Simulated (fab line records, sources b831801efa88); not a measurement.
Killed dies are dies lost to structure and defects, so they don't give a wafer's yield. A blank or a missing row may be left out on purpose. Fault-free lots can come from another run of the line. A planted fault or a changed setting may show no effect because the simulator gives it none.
Matching of chambers ; flow sky130 ; cmp-02 running SKY_LI_CONTACT_CMP_24: 4 sister chambers
The step polishes, stops on PSG, t overpolish 20 s, target thk 0 nm. 4 wafers are shown with their chamber, then 7 later ones without.

== WAFERS, EACH WITH ITS CHAMBER ==
wafer;chamber;motor-current-A (A)
L379.6;2;9.3
L380.6;1;12.0
L381.1;3;11.1
L381.2;0;11.4

== WAFERS WHOSE CHAMBER IS MISSING ==
wafer;motor-current-A (A)
L381.6;11.9
L382.2;9.7
L382.4;11.2
L382.5;12.3
L386.1;9.4
L386.3;11.0
L386.6;12.4

== EACH ONE'S CHAMBER ==
wafer;from the rows above;in truth
L381.6;can't be placed: 1 or 0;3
L382.2;2;2
L382.4;can't be placed: 3 or 0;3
L382.5;1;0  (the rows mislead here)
L386.1;2;2
L386.3;can't be placed: 3 or 0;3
L386.6;1;1
Correct placement for 3 of the 7. These rows do not allow placing 3 (true chamber among the candidates in 2). Wrongly placed: 1.
How it was worked out, from the rows above alone: a wafer's distance from a chamber is the root of the sum, over the readings, of the square of ((its reading less the chamber's mean) divided by the reading's scatter). The wafer belongs to the nearest chamber; if the next one is less than 2 further off, it can't be placed. For every chamber, the mean is computed from those of its wafers that are shown. The scatter (one wafer shown for each chamber): square how far every hidden wafer sits from the nearest shown wafer, average those squares and take the square root.
